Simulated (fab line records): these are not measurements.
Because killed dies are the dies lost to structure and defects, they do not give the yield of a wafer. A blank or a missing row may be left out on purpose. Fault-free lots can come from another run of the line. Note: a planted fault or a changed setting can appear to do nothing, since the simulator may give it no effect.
fab line records || flow sky130
record: {"lots": 6, "wafers": 18, "last_day": 50}
route steps=708 shown LDD_N@239 PAD_OPEN@708
lots untouched by any fault: they come from a run of this same line in which no faults occurred
start_h: the number of hours between the record's first day and the start of the first shown wafer of the lot || wait_h: hours elapsed since this lot's preceding step || " same as the row above || L1.1+2: several wafers, shown together as one row || - no value, or no start was given || * or withheld: withheld || < > ~ a bound
route shown NAME@n: NAME is a module with steps in the file, n the number in the route of the first one || usual: mean and standard deviation over wafers with no fault || same: alike in all rows || chamber/n: place in a boat || sites: readings site by site || _std_site: standard deviation of those values || _edge_site: inner sites' mean taken away from outer sites' mean || radius_mm: how far each site lies from the wafer's centre || mask NAME#n: copy n || behind: the most recent tool/chamber to have shaped the wafer || hold: cause of the lot's hold/its duration in hours/its outcome || device: which transistor (n, p or np) failed to switch || end of line: the tests these same wafers got at the end of their route || a step without rows: its recipe alone || killed: not the wafer's yield, but the dies lost to structure and defects at the first sort || map: a wafer's dies, marking killed ones x, the rest . and places with no die _
set.NAME: the run value of the setting; set.NAME@STEP: its run value at that earlier step || model.NAME: the simulator's own value behind a step, which no gauge read
a table for each step, a row for each wafer; lots at some steps of the route
services: the hour from which a tool's chamber was out of use, counted from the record's first day as start_h (under 0 if before that day), plus the number of hours and why
== steps ==
step: SKY_LDD_N_COAT_02
recipe: {"resist": "NOVOLAK", "spin_rpm": 3000, "resist_thk_nm": 300}
step: SKY_LDD_N_SOFTBAKE_03
recipe: {"temp_c": 90, "time_s": 60, "resist": "NOVOLAK"}
step: SKY_LDD_N_EXPOSE_04
recipe: {"mask_id": "NTM", "target_cd_nm": 840, "na": 0.6, "source_shape": "conventional", "sigma_outer": 0.6, "dose_mj": 110}
step: SKY_LDD_N_PEB_05
recipe: {"temp_c": "withheld", "time_s": "*", "resist": "NOVOLAK"}
step: SKY_LDD_N_DEVELOP_06
recipe: {"develop_time_s": 60, "dev_temp_c": 23}
step: SKY_LDD_N_OVL_MEAS_07
usual: {"LDD_N_OVL": "0.4/1.4"}
{"lot.wafer": "L994.3", "tool": "overlay-02", "chamber": "-", "start_h": 461.32, "wait_h": 0.1, "LDD_N_OVL[nm]": -2.1}
{"lot.wafer": "L994.4", "tool": "overlay-02", "chamber": "-", "start_h": 461.32, "wait_h": 0.1, "LDD_N_OVL[nm]": 0.0}
{"lot.wafer": "L994.5", "tool": "overlay-02", "chamber": "-", "start_h": 461.32, "wait_h": 0.1, "LDD_N_OVL[nm]": 0.1}
{"lot.wafer": "L993.1", "tool": "overlay-01", "chamber": "-", "start_h": 461.43, "wait_h": 0.1, "LDD_N_OVL[nm]": 0.9}
{"lot.wafer": "L993.3", "tool": "overlay-01", "chamber": "-", "start_h": 461.43, "wait_h": 0.1, "LDD_N_OVL[nm]": -0.4}
{"lot.wafer": "L993.6", "tool": "overlay-01", "chamber": "-", "start_h": 461.43, "wait_h": 0.1, "LDD_N_OVL[nm]": -0.1}
{"lot.wafer": "L995.2", "tool": "overlay-02", "chamber": "-", "start_h": 483.64, "wait_h": 0.1, "LDD_N_OVL[nm]": -0.7}
{"lot.wafer": "L995.3", "tool": "overlay-02", "chamber": "-", "start_h": 483.64, "wait_h": 0.1, "LDD_N_OVL[nm]": -2.4}
{"lot.wafer": "L995.5", "tool": "overlay-02", "chamber": "-", "start_h": 483.64, "wait_h": 0.1, "LDD_N_OVL[nm]": -2.2}
{"lot.wafer": "L998.2", "tool": "overlay-01", "chamber": "-", "start_h": 513.48, "wait_h": 0.1, "LDD_N_OVL[nm]": 2.3}
{"lot.wafer": "L998.3", "tool": "overlay-01", "chamber": "-", "start_h": 513.48, "wait_h": 0.1, "LDD_N_OVL[nm]": 1.2}
{"lot.wafer": "L998.4", "tool": "overlay-01", "chamber": "-", "start_h": 513.48, "wait_h": 0.1, "LDD_N_OVL[nm]": -0.8}
{"lot.wafer": "L108.1", "tool": "overlay-01", "chamber": "-", "start_h": 590.02, "wait_h": 0.1, "LDD_N_OVL[nm]": 0.1}
{"lot.wafer": "L108.2", "tool": "overlay-01", "chamber": "-", "start_h": 590.02, "wait_h": 0.1, "LDD_N_OVL[nm]": -0.1}
{"lot.wafer": "L108.4", "tool": "overlay-01", "chamber": "-", "start_h": 590.02, "wait_h": 0.1, "LDD_N_OVL[nm]": -1.9}
{"lot.wafer": "L110.1", "tool": "overlay-01", "chamber": "-", "start_h": 599.38, "wait_h": 0.1, "LDD_N_OVL[nm]": 1.4}
{"lot.wafer": "L110.3", "tool": "overlay-01", "chamber": "-", "start_h": 599.38, "wait_h": 0.1, "LDD_N_OVL[nm]": 2.4}
{"lot.wafer": "L110.5", "tool": "overlay-01", "chamber": "-", "start_h": 599.38, "wait_h": 0.1, "LDD_N_OVL[nm]": 1.2}
step: SKY_LDD_N_IMPLANT_08
recipe: {"species": "As", "energy_kev": 20, "dose_cm2": 7.5e+13, "tilt_deg": "withheld", "rotation_deg": 23}
step: SKY_LDD_N_IMPLANT_09
recipe: {"species": "As", "energy_kev": 20, "dose_cm2": 7.641e+13, "tilt_deg": "withheld", "rotation_deg": 113}
step: SKY_LDD_N_IMPLANT_10
recipe: {"species": "As", "energy_kev": 20, "dose_cm2": 7.5e+13, "tilt_deg": "withheld", "rotation_deg": 203}
step: SKY_LDD_N_IMPLANT_11
recipe: {"species": "As", "energy_kev": 20, "dose_cm2": 7.5e+13, "tilt_deg": "withheld", "rotation_deg": 293}
step: SKY_LDD_N_IMPLANT_12
recipe: {"species": "BF2", "energy_kev": 50, "dose_cm2": 5e+12, "tilt_deg": 30, "rotation_deg": 0}
step: SKY_LDD_N_IMPLANT_13
recipe: {"species": "BF2", "energy_kev": 50, "dose_cm2": 5e+12, "tilt_deg": 30, "rotation_deg": 90}
step: SKY_LDD_N_IMPLANT_14
recipe: {"species": "BF2", "energy_kev": 50, "dose_cm2": 5e+12, "tilt_deg": 30, "rotation_deg": 180}
usual: {"beam_energy_keV": "50.002/0.015", "rotation_deg": "179.99/0.058"}
{"lot.wafer": "L994.3", "tool": "implanter-04", "chamber": 0, "start_h": 462.30, "wait_h": 0.1, "beam_energy_keV": 49.983, "rotation_deg": 180.00}
{"lot.wafer": "L994.4", "tool": "implanter-04", "chamber": 0, "start_h": 462.30, "wait_h": 0.1, "beam_energy_keV": 49.999, "rotation_deg": 180.10}
{"lot.wafer": "L994.5", "tool": "implanter-04", "chamber": 0, "start_h": 462.30, "wait_h": 0.1, "beam_energy_keV": 50.005, "rotation_deg": 180.03}
{"lot.wafer": "L993.1", "tool": "implanter-02", "chamber": 0, "start_h": 462.37, "wait_h": 0.1, "beam_energy_keV": 50.012, "rotation_deg": 179.93}
{"lot.wafer": "L993.3", "tool": "implanter-02", "chamber": 0, "start_h": 462.37, "wait_h": 0.1, "beam_energy_keV": 49.996, "rotation_deg": 179.95}
{"lot.wafer": "L993.6", "tool": "implanter-02", "chamber": 0, "start_h": 462.37, "wait_h": 0.1, "beam_energy_keV": 50.017, "rotation_deg": 180.01}
{"lot.wafer": "L995.2", "tool": "implanter-02", "chamber": 0, "start_h": 484.59, "wait_h": 0.1, "beam_energy_keV": 49.980, "rotation_deg": 340.02}
{"lot.wafer": "L995.3", "tool": "implanter-02", "chamber": 0, "start_h": 484.59, "wait_h": 0.1, "beam_energy_keV": 50.014, "rotation_deg": 339.97}
{"lot.wafer": "L995.5", "tool": "implanter-02", "chamber": 0, "start_h": 484.59, "wait_h": 0.1, "beam_energy_keV": 50.000, "rotation_deg": 339.94}
{"lot.wafer": "L998.2", "tool": "implanter-02", "chamber": 0, "start_h": 514.43, "wait_h": 0.1, "beam_energy_keV": 49.977, "rotation_deg": 340.00}
{"lot.wafer": "L998.3", "tool": "implanter-02", "chamber": 0, "start_h": 514.43, "wait_h": 0.1, "beam_energy_keV": 49.988, "rotation_deg": 339.95}
{"lot.wafer": "L998.4", "tool": "implanter-02", "chamber": 0, "start_h": 514.43, "wait_h": 0.1, "beam_energy_keV": 50.006, "rotation_deg": 339.98}
{"lot.wafer": "L108.1", "tool": "implanter-02", "chamber": 0, "start_h": 590.96, "wait_h": 0.1, "beam_energy_keV": 49.987, "rotation_deg": 180.09}
{"lot.wafer": "L108.2", "tool": "implanter-02", "chamber": 0, "start_h": 590.96, "wait_h": 0.1, "beam_energy_keV": 50.011, "rotation_deg": 179.99}
{"lot.wafer": "L108.4", "tool": "implanter-02", "chamber": 0, "start_h": 590.96, "wait_h": 0.1, "beam_energy_keV": 50.003, "rotation_deg": 180.01}
{"lot.wafer": "L110.1", "tool": "implanter-03", "chamber": 0, "start_h": 600.32, "wait_h": 0.1, "beam_energy_keV": 49.997, "rotation_deg": 179.99}
{"lot.wafer": "L110.3", "tool": "implanter-03", "chamber": 0, "start_h": 600.32, "wait_h": 0.1, "beam_energy_keV": 50.007, "rotation_deg": 180.08}
{"lot.wafer": "L110.5", "tool": "implanter-03", "chamber": 0, "start_h": 600.32, "wait_h": 0.1, "beam_energy_keV": 49.996, "rotation_deg": 180.07}
step: SKY_LDD_N_IMPLANT_15
recipe: {"species": "BF2", "energy_kev": 50, "dose_cm2": 5e+12, "tilt_deg": 30, "rotation_deg": 270}
step: SKY_PAD_OPEN_PROBE_99
usual: {"killed_at_M0_to_M3": "42/6.6", "killed_at_M4_up": "3.0/1.7", "killed_at_contacts": "24/5.3", "killed_at_front_end": "15/4.5", "killed_at_other": "0.2/0.49", "killed_dies": "83/9", "killed_open": "45/6.9", "killed_short": "38/5.8"}
same: {"gross_dies": 492, "killed_at_back_side": 0}
{"lot.wafer": "L993.1", "tool": "prober-02", "chamber": "-", "start_h": 1116.28, "wait_h": 0.1, "killed_at_M0_to_M3": 27, "killed_at_M4_up": 3, "killed_at_contacts": 28, "killed_at_front_end": 25, "killed_at_other": 0, "killed_dies": 83, "killed_open": 42, "killed_short": 41, "model.etest.nfet_01v8.off_log10_a_um": -13.41, "model.etest.nfet_01v8_lvt.vt_sat_v": 0.5251, "model.etest.nfet_01v8.vt_sat_v": 0.6362, "model.etest.sram_nfet_pass.vt_sat_v": 0.5649, "model.etest.nfet_01v8_swapped.vt_sat_v": 0.6381, "model.etest.nfet_01v8_lvt.vt_v": 0.6066, "model.etest.nfet_01v8.vt_v": 0.6936, "model.etest.nfet_01v8_swapped.vt_v": 0.6939}
{"lot.wafer": "L993.3", "tool": "prober-02", "chamber": "-", "start_h": 1116.38, "wait_h": 0.2, "killed_at_M0_to_M3": 33, "killed_at_M4_up": 4, "killed_at_contacts": 31, "killed_at_front_end": 23, "killed_at_other": 0, "killed_dies": 91, "killed_open": 45, "killed_short": 46, "model.etest.nfet_01v8.off_log10_a_um": -13.39, "model.etest.nfet_01v8_lvt.vt_sat_v": 0.5327, "model.etest.nfet_01v8.vt_sat_v": 0.6389, "model.etest.sram_nfet_pass.vt_sat_v": 0.5752, "model.etest.nfet_01v8_swapped.vt_sat_v": 0.6344, "model.etest.nfet_01v8_lvt.vt_v": 0.6054, "model.etest.nfet_01v8.vt_v": 0.6916, "model.etest.nfet_01v8_swapped.vt_v": 0.6908}
{"lot.wafer": "L993.6", "tool": "prober-02", "chamber": "-", "start_h": 1116.53, "wait_h": 0.2, "killed_at_M0_to_M3": 35, "killed_at_M4_up": 2, "killed_at_contacts": 23, "killed_at_front_end": 12, "killed_at_other": 0, "killed_dies": 72, "killed_open": 43, "killed_short": 29, "model.etest.nfet_01v8.off_log10_a_um": -13.29, "model.etest.nfet_01v8_lvt.vt_sat_v": 0.5289, "model.etest.nfet_01v8.vt_sat_v": 0.6401, "model.etest.sram_nfet_pass.vt_sat_v": 0.5763, "model.etest.nfet_01v8_swapped.vt_sat_v": 0.6374, "model.etest.nfet_01v8_lvt.vt_v": 0.6048, "model.etest.nfet_01v8.vt_v": 0.6928, "model.etest.nfet_01v8_swapped.vt_v": 0.6927}
{"lot.wafer": "L994.3", "tool": "prober-01", "chamber": "-", "start_h": 1117.86, "wait_h": 0.2, "killed_at_M0_to_M3": 52, "killed_at_M4_up": 4, "killed_at_contacts": 23, "killed_at_front_end": 20, "killed_at_other": 0, "killed_dies": 99, "killed_open": 49, "killed_short": 47, "model.etest.nfet_01v8.off_log10_a_um": -13.35, "model.etest.nfet_01v8_lvt.vt_sat_v": 0.5351, "model.etest.nfet_01v8.vt_sat_v": 0.646, "model.etest.sram_nfet_pass.vt_sat_v": 0.5857, "model.etest.nfet_01v8_swapped.vt_sat_v": 0.6499, "model.etest.nfet_01v8_lvt.vt_v": 0.6113, "model.etest.nfet_01v8.vt_v": 0.6978, "model.etest.nfet_01v8_swapped.vt_v": 0.698}
{"lot.wafer": "L994.4", "tool": "prober-01", "chamber": "-", "start_h": 1117.91, "wait_h": 0.2, "killed_at_M0_to_M3": 49, "killed_at_M4_up": 1, "killed_at_contacts": 23, "killed_at_front_end": 8, "killed_at_other": 0, "killed_dies": 81, "killed_open": 46, "killed_short": 35, "model.etest.nfet_01v8.off_log10_a_um": -13.39, "model.etest.nfet_01v8_lvt.vt_sat_v": 0.5497, "model.etest.nfet_01v8.vt_sat_v": 0.6538, "model.etest.sram_nfet_pass.vt_sat_v": 0.5824, "model.etest.nfet_01v8_swapped.vt_sat_v": 0.6597, "model.etest.nfet_01v8_lvt.vt_v": 0.6236, "model.etest.nfet_01v8.vt_v": 0.7028, "model.etest.nfet_01v8_swapped.vt_v": 0.7031}
{"lot.wafer": "L994.5", "tool": "prober-01", "chamber": "-", "start_h": 1117.96, "wait_h": 0.2, "killed_at_M0_to_M3": 39, "killed_at_M4_up": 3, "killed_at_contacts": 29, "killed_at_front_end": 13, "killed_at_other": 1, "killed_dies": 85, "killed_open": 44, "killed_short": 41, "model.etest.nfet_01v8.off_log10_a_um": -13.39, "model.etest.nfet_01v8_lvt.vt_sat_v": 0.5484, "model.etest.nfet_01v8.vt_sat_v": 0.6568, "model.etest.sram_nfet_pass.vt_sat_v": 0.5707, "model.etest.nfet_01v8_swapped.vt_sat_v": 0.6625, "model.etest.nfet_01v8_lvt.vt_v": 0.6163, "model.etest.nfet_01v8.vt_v": 0.7056, "model.etest.nfet_01v8_swapped.vt_v": 0.7055}
{"lot.wafer": "L995.2", "tool": "prober-01", "chamber": "-", "start_h": 1131.98, "wait_h": 0.1, "killed_at_M0_to_M3": 36, "killed_at_M4_up": 5, "killed_at_contacts": 24, "killed_at_front_end": 19, "killed_at_other": 0, "killed_dies": 84, "killed_open": 48, "killed_short": 36, "model.etest.nfet_01v8.off_log10_a_um": -13.47, "model.etest.nfet_01v8_lvt.vt_sat_v": 0.6031, "model.etest.nfet_01v8.vt_sat_v": 0.7011, "model.etest.sram_nfet_pass.vt_sat_v": 0.6183, "model.etest.nfet_01v8_swapped.vt_sat_v": 0.5978, "model.etest.nfet_01v8_lvt.vt_v": 0.6245, "model.etest.nfet_01v8.vt_v": 0.7117, "model.etest.nfet_01v8_swapped.vt_v": 0.7073}
{"lot.wafer": "L995.3", "tool": "prober-01", "chamber": "-", "start_h": 1132.03, "wait_h": 0.2, "killed_at_M0_to_M3": 32, "killed_at_M4_up": 1, "killed_at_contacts": 19, "killed_at_front_end": 14, "killed_at_other": 0, "killed_dies": 66, "killed_open": 40, "killed_short": 26, "model.etest.nfet_01v8.off_log10_a_um": -13.45, "model.etest.nfet_01v8_lvt.vt_sat_v": 0.608, "model.etest.nfet_01v8.vt_sat_v": 0.7097, "model.etest.sram_nfet_pass.vt_sat_v": 0.6356, "model.etest.nfet_01v8_swapped.vt_sat_v": 0.5995, "model.etest.nfet_01v8_lvt.vt_v": 0.6281, "model.etest.nfet_01v8.vt_v": 0.7213, "model.etest.nfet_01v8_swapped.vt_v": 0.7162}
{"lot.wafer": "L995.5", "tool": "prober-01", "chamber": "-", "start_h": 1132.13, "wait_h": 0.2, "killed_at_M0_to_M3": 33, "killed_at_M4_up": 2, "killed_at_contacts": 21, "killed_at_front_end": 20, "killed_at_other": 0, "killed_dies": 76, "killed_open": 44, "killed_short": 32, "model.etest.nfet_01v8.off_log10_a_um": -13.46, "model.etest.nfet_01v8_lvt.vt_sat_v": 0.6091, "model.etest.nfet_01v8.vt_sat_v": 0.7082, "model.etest.sram_nfet_pass.vt_sat_v": 0.6097, "model.etest.nfet_01v8_swapped.vt_sat_v": 0.5971, "model.etest.nfet_01v8_lvt.vt_v": 0.635, "model.etest.nfet_01v8.vt_v": 0.7212, "model.etest.nfet_01v8_swapped.vt_v": 0.7163}
{"lot.wafer": "L998.2", "tool": "prober-02", "chamber": "-", "start_h": 1151.66, "wait_h": 0.1, "killed_at_M0_to_M3": 53, "killed_at_M4_up": 2, "killed_at_contacts": 18, "killed_at_front_end": 21, "killed_at_other": 0, "killed_dies": 94, "killed_open": 47, "killed_short": 47, "model.etest.nfet_01v8.off_log10_a_um": -13.43, "model.etest.nfet_01v8_lvt.vt_sat_v": 0.6073, "model.etest.nfet_01v8.vt_sat_v": 0.7018, "model.etest.sram_nfet_pass.vt_sat_v": 0.6151, "model.etest.nfet_01v8_swapped.vt_sat_v": 0.5989, "model.etest.nfet_01v8_lvt.vt_v": 0.6327, "model.etest.nfet_01v8.vt_v": 0.7175, "model.etest.nfet_01v8_swapped.vt_v": 0.7131}
{"lot.wafer": "L998.3", "tool": "prober-02", "chamber": "-", "start_h": 1151.71, "wait_h": 0.2, "killed_at_M0_to_M3": 50, "killed_at_M4_up": 7, "killed_at_contacts": 20, "killed_at_front_end": 11, "killed_at_other": 0, "killed_dies": 88, "killed_open": 54, "killed_short": 34, "model.etest.nfet_01v8.off_log10_a_um": -13.35, "model.etest.nfet_01v8_lvt.vt_sat_v": 0.5965, "model.etest.nfet_01v8.vt_sat_v": 0.6885, "model.etest.sram_nfet_pass.vt_sat_v": 0.6305, "model.etest.nfet_01v8_swapped.vt_sat_v": 0.5906, "model.etest.nfet_01v8_lvt.vt_v": 0.627, "model.etest.nfet_01v8.vt_v": 0.7075, "model.etest.nfet_01v8_swapped.vt_v": 0.7034}
{"lot.wafer": "L998.4", "tool": "prober-02", "chamber": "-", "start_h": 1151.76, "wait_h": 0.2, "killed_at_M0_to_M3": 54, "killed_at_M4_up": 1, "killed_at_contacts": 19, "killed_at_front_end": 17, "killed_at_other": 0, "killed_dies": 91, "killed_open": 57, "killed_short": 34, "model.etest.nfet_01v8.off_log10_a_um": -13.37, "model.etest.nfet_01v8_lvt.vt_sat_v": 0.6035, "model.etest.nfet_01v8.vt_sat_v": 0.6957, "model.etest.sram_nfet_pass.vt_sat_v": 0.653, "model.etest.nfet_01v8_swapped.vt_sat_v": 0.5956, "model.etest.nfet_01v8_lvt.vt_v": 0.6303, "model.etest.nfet_01v8.vt_v": 0.7119, "model.etest.nfet_01v8_swapped.vt_v": 0.7078}
{"lot.wafer": "L108.1", "tool": "prober-01", "chamber": "-", "start_h": 1194.13, "wait_h": 0.1, "killed_at_M0_to_M3": 37, "killed_at_M4_up": 3, "killed_at_contacts": 21, "killed_at_front_end": 12, "killed_at_other": 1, "killed_dies": 74, "killed_open": 46, "killed_short": 27, "model.etest.nfet_01v8.off_log10_a_um": -13.21, "model.etest.nfet_01v8_lvt.vt_sat_v": 0.5292, "model.etest.nfet_01v8.vt_sat_v": 0.6449, "model.etest.sram_nfet_pass.vt_sat_v": 0.5623, "model.etest.nfet_01v8_swapped.vt_sat_v": 0.6474, "model.etest.nfet_01v8_lvt.vt_v": 0.6028, "model.etest.nfet_01v8.vt_v": 0.6985, "model.etest.nfet_01v8_swapped.vt_v": 0.6983}
{"lot.wafer": "L108.2", "tool": "prober-01", "chamber": "-", "start_h": 1194.18, "wait_h": 0.1, "killed_at_M0_to_M3": 48, "killed_at_M4_up": 1, "killed_at_contacts": 17, "killed_at_front_end": 9, "killed_at_other": 0, "killed_dies": 75, "killed_open": 33, "killed_short": 42, "model.etest.nfet_01v8.off_log10_a_um": -13.43, "model.etest.nfet_01v8_lvt.vt_sat_v": 0.5452, "model.etest.nfet_01v8.vt_sat_v": 0.6569, "model.etest.sram_nfet_pass.vt_sat_v": 0.5755, "model.etest.nfet_01v8_swapped.vt_sat_v": 0.66, "model.etest.nfet_01v8_lvt.vt_v": 0.6176, "model.etest.nfet_01v8.vt_v": 0.7049, "model.etest.nfet_01v8_swapped.vt_v": 0.7053}
{"lot.wafer": "L108.4", "tool": "prober-01", "chamber": "-", "start_h": 1194.28, "wait_h": 0.2, "killed_at_M0_to_M3": 41, "killed_at_M4_up": 3, "killed_at_contacts": 25, "killed_at_front_end": 14, "killed_at_other": 1, "killed_dies": 84, "killed_open": 39, "killed_short": 45, "model.etest.nfet_01v8.off_log10_a_um": -13.22, "model.etest.nfet_01v8_lvt.vt_sat_v": 0.5303, "model.etest.nfet_01v8.vt_sat_v": 0.6409, "model.etest.sram_nfet_pass.vt_sat_v": 0.5553, "model.etest.nfet_01v8_swapped.vt_sat_v": 0.6513, "model.etest.nfet_01v8_lvt.vt_v": 0.6109, "model.etest.nfet_01v8.vt_v": 0.6982, "model.etest.nfet_01v8_swapped.vt_v": 0.6992}
{"lot.wafer": "L110.1", "tool": "prober-02", "chamber": "-", "start_h": 1195.91, "wait_h": 0.1, "killed_at_M0_to_M3": 38, "killed_at_M4_up": 2, "killed_at_contacts": 29, "killed_at_front_end": 18, "killed_at_other": 0, "killed_dies": 87, "killed_open": 52, "killed_short": 34, "model.etest.nfet_01v8.off_log10_a_um": -13.54, "model.etest.nfet_01v8_lvt.vt_sat_v": 0.539, "model.etest.nfet_01v8.vt_sat_v": 0.6506, "model.etest.sram_nfet_pass.vt_sat_v": 0.587, "model.etest.nfet_01v8_swapped.vt_sat_v": 0.6508, "model.etest.nfet_01v8_lvt.vt_v": 0.6141, "model.etest.nfet_01v8.vt_v": 0.7033, "model.etest.nfet_01v8_swapped.vt_v": 0.7032}
{"lot.wafer": "L110.3", "tool": "prober-02", "chamber": "-", "start_h": 1196.01, "wait_h": 0.2, "killed_at_M0_to_M3": 39, "killed_at_M4_up": 4, "killed_at_contacts": 23, "killed_at_front_end": 17, "killed_at_other": 0, "killed_dies": 83, "killed_open": 46, "killed_short": 37, "model.etest.nfet_01v8.off_log10_a_um": -13.26, "model.etest.nfet_01v8_lvt.vt_sat_v": 0.5429, "model.etest.nfet_01v8.vt_sat_v": 0.6501, "model.etest.sram_nfet_pass.vt_sat_v": 0.5781, "model.etest.nfet_01v8_swapped.vt_sat_v": 0.6533, "model.etest.nfet_01v8_lvt.vt_v": 0.6121, "model.etest.nfet_01v8.vt_v": 0.7012, "model.etest.nfet_01v8_swapped.vt_v": 0.7013}
{"lot.wafer": "L110.5", "tool": "prober-02", "chamber": "-", "start_h": 1196.11, "wait_h": 0.2, "killed_at_M0_to_M3": 38, "killed_at_M4_up": 5, "killed_at_contacts": 24, "killed_at_front_end": 20, "killed_at_other": 0, "killed_dies": 87, "killed_open": 44, "killed_short": 43, "model.etest.nfet_01v8.off_log10_a_um": -13.31, "model.etest.nfet_01v8_lvt.vt_sat_v": 0.5394, "model.etest.nfet_01v8.vt_sat_v": 0.6532, "model.etest.sram_nfet_pass.vt_sat_v": 0.5832, "model.etest.nfet_01v8_swapped.vt_sat_v": 0.6551, "model.etest.nfet_01v8_lvt.vt_v": 0.6156, "model.etest.nfet_01v8.vt_v": 0.7092, "model.etest.nfet_01v8_swapped.vt_v": 0.7094}
killed by level:class
L993.1 LI_CONTACT:geometric_particle:open=7 CONTACT:geometric_particle:open=7 CONTACT:geometric_particle:short=7 VIA3:geometric_particle:open=7 POLY_GATE:geometric_particle:short=5 POLY_GATE:geometric_particle:open=5 VIA2:geometric_particle:open=5 FIELD_ISO:geometric_particle:short=4
L993.3 CONTACT:geometric_particle:open=10 VIA1:geometric_particle:open=9 METAL2:geometric_particle:short=8 LI_CONTACT:geometric_particle:open=7 CONTACT:geometric_particle:short=5 FIELD_ISO:geometric_particle:short=4 VIA2:geometric_particle:open=4 LOCAL_INTERCONNECT:geometric_particle:short=4
L993.6 CONTACT:geometric_particle:open=9 VIA2:geometric_particle:open=8 VIA1:geometric_particle:open=8 LOCAL_INTERCONNECT:geometric_particle:short=6 FIELD_ISO:geometric_particle:open=5 VIA3:geometric_particle:open=5 LI_CONTACT:geometric_particle:open=4 METAL1:geometric_particle:short=4
L994.3 METAL1:geometric_particle:short=9 VIA1:geometric_particle:open=9 CONTACT:geometric_particle:open=7 LI_CONTACT:geometric_particle:open=7 FIELD_ISO:geometric_particle:open=6 VIA1:geometric_particle:short=6 VIA2:geometric_particle:open=6 METAL2:geometric_particle:short=5
L994.4 VIA1:geometric_particle:open=15 VIA2:geometric_particle:open=9 CONTACT:geometric_particle:open=8 CONTACT:geometric_particle:short=6 METAL1:geometric_particle:short=6 POLY_GATE:geometric_particle:short=5 LOCAL_INTERCONNECT:geometric_particle:short=5 LI_CONTACT:geometric_particle:open=4
L994.5 LI_CONTACT:geometric_particle:open=10 CONTACT:geometric_particle:open=9 METAL2:geometric_particle:short=9 VIA1:geometric_particle:open=7 VIA2:geometric_particle:open=5 VIA3:geometric_particle:open=5 CONTACT:geometric_particle:short=4 VIA1:geometric_particle:short=4
L995.2 VIA1:geometric_particle:open=9 FIELD_ISO:geometric_particle:open=8 LI_CONTACT:geometric_particle:open=7 POLY_GATE:geometric_particle:short=6 VIA3:geometric_particle:open=6 CONTACT:geometric_particle:short=5 CONTACT:geometric_particle:open=5 METAL1:geometric_particle:short=4
L995.3 VIA1:geometric_particle:open=11 CONTACT:geometric_particle:open=8 POLY_GATE:geometric_particle:short=6 VIA2:geometric_particle:open=6 LI_CONTACT:geometric_particle:open=5 CONTACT:geometric_particle:short=5 METAL1:geometric_particle:short=5 POLY_GATE:geometric_particle:open=3
L995.5 VIA1:geometric_particle:open=13 CONTACT:geometric_particle:open=9 FIELD_ISO:geometric_particle:open=5 FIELD_ISO:geometric_particle:short=5 POLY_GATE:geometric_particle:short=5 LI_CONTACT:geometric_particle:open=4 VIA2:geometric_particle:open=4 LI_CONTACT:geometric_particle:short=3
L998.2 VIA1:geometric_particle:open=11 FIELD_ISO:geometric_particle:short=9 CONTACT:geometric_particle:open=9 METAL1:geometric_particle:short=9 VIA2:geometric_particle:open=7 VIA3:geometric_particle:open=7 POLY_GATE:geometric_particle:short=6 POLY_GATE:geometric_particle:open=4
L998.3 VIA1:geometric_particle:open=12 VIA3:geometric_particle:open=10 CONTACT:geometric_particle:open=7 VIA2:geometric_particle:open=7 VIA1:geometric_particle:short=5 POLY_GATE:geometric_particle:open=4 LOCAL_INTERCONNECT:geometric_particle:short=4 CONTACT:geometric_particle:short=4
L998.4 VIA1:geometric_particle:open=17 CONTACT:geometric_particle:open=10 VIA2:geometric_particle:open=6 FIELD_ISO:geometric_particle:open=5 POLY_GATE:geometric_particle:short=5 METAL2:geometric_particle:short=5 VIA3:geometric_particle:open=4 CONTACT:geometric_particle:short=4
L108.1 VIA1:geometric_particle:open=10 CONTACT:geometric_particle:open=8 LI_CONTACT:geometric_particle:open=7 VIA3:geometric_particle:open=5 POLY_GATE:geometric_particle:open=4 VIA2:geometric_particle:open=4 VIA3:geometric_particle:short=4 METAL1:geometric_particle:short=3
L108.2 VIA1:geometric_particle:open=11 CONTACT:geometric_particle:open=7 METAL1:geometric_particle:short=7 VIA3:geometric_particle:short=6 VIA1:geometric_particle:short=6 VIA2:geometric_particle:open=5 METAL2:geometric_particle:short=5 FIELD_ISO:geometric_particle:open=4
L108.4 VIA1:geometric_particle:open=10 VIA3:geometric_particle:open=8 LI_CONTACT:geometric_particle:open=5 LOCAL_INTERCONNECT:geometric_particle:short=5 CONTACT:geometric_particle:open=5 CONTACT:geometric_particle:short=5 METAL1:geometric_particle:short=5 METAL2:geometric_particle:short=5
L110.1 LI_CONTACT:geometric_particle:open=12 CONTACT:geometric_particle:open=9 VIA1:geometric_particle:open=9 FIELD_ISO:geometric_particle:open=7 VIA3:geometric_particle:open=7 VIA1:geometric_particle:short=6 FIELD_ISO:geometric_particle:short=5 LOCAL_INTERCONNECT:geometric_particle:short=4
L110.3 VIA2:geometric_particle:open=10 FIELD_ISO:geometric_particle:short=8 VIA1:geometric_particle:open=8 FIELD_ISO:geometric_particle:open=7 CONTACT:geometric_particle:short=6 CONTACT:geometric_particle:open=6 VIA3:geometric_particle:open=6 LI_CONTACT:geometric_particle:open=5
L110.5 LI_CONTACT:geometric_particle:open=11 VIA3:geometric_particle:open=9 METAL2:geometric_particle:short=9 FIELD_ISO:geometric_particle:short=7 FIELD_ISO:geometric_particle:open=6 VIA1:geometric_particle:open=6 LOCAL_INTERCONNECT:geometric_particle:short=5 METAL4:geometric_particle:short=5
== services ==
{"tool": "implanter-03", "chamber": "-", "start_h": 442.35, "hours": 4.3, "kind": "pm"}
{"tool": "implanter-04", "chamber": "-", "start_h": 532.23, "hours": 3.4, "kind": "repair"}
{"tool": "implanter-03", "chamber": "-", "start_h": 583.00, "hours": 14.2, "kind": "pm"}
{"tool": "implanter-02", "chamber": "-", "start_h": 597.45, "hours": 4.5, "kind": "pm"}
== key ==
first_sign: {"step": "SKY_LDD_N_IMPLANT_14", "reading": "rotation_deg", "direction": "up", "sigmas": "99+", "usual": 179.99, "struck": 339.98}
effect none on later readings
model_effect: {"step": "SKY_PAD_OPEN_PROBE_99", "value": "etest.nfet_01v8.off_log10_a_um", "without": -13.31, "struck": -13.42}
met_at SKY_LDD_N_IMPLANT_14
struck_wafers L995.2,L995.3,L995.5,L998.2,L998.3,L998.4
tester_left_out L995,L998
onset_between 462.37 484.59
fault: {"kind": "process_parameter_drift", "tool": "implanter-02", "chamber": "-", "onset_h": 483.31, "steps": "SKY_LDD_N_IMPLANT_14", "channel": "rotation_deg", "offset": 160, "shape": "step", "end_h": 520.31, "acts_in": "these_recipes_only", "stated": 180}
tester_left_out: of these lots the tester's yield and bins aren't shown, on N5 and GAA mostly nor the transistor test; their killed dies are dies lost to structure and defects alone, not to doping, threshold or leakage, so they don't give the yield
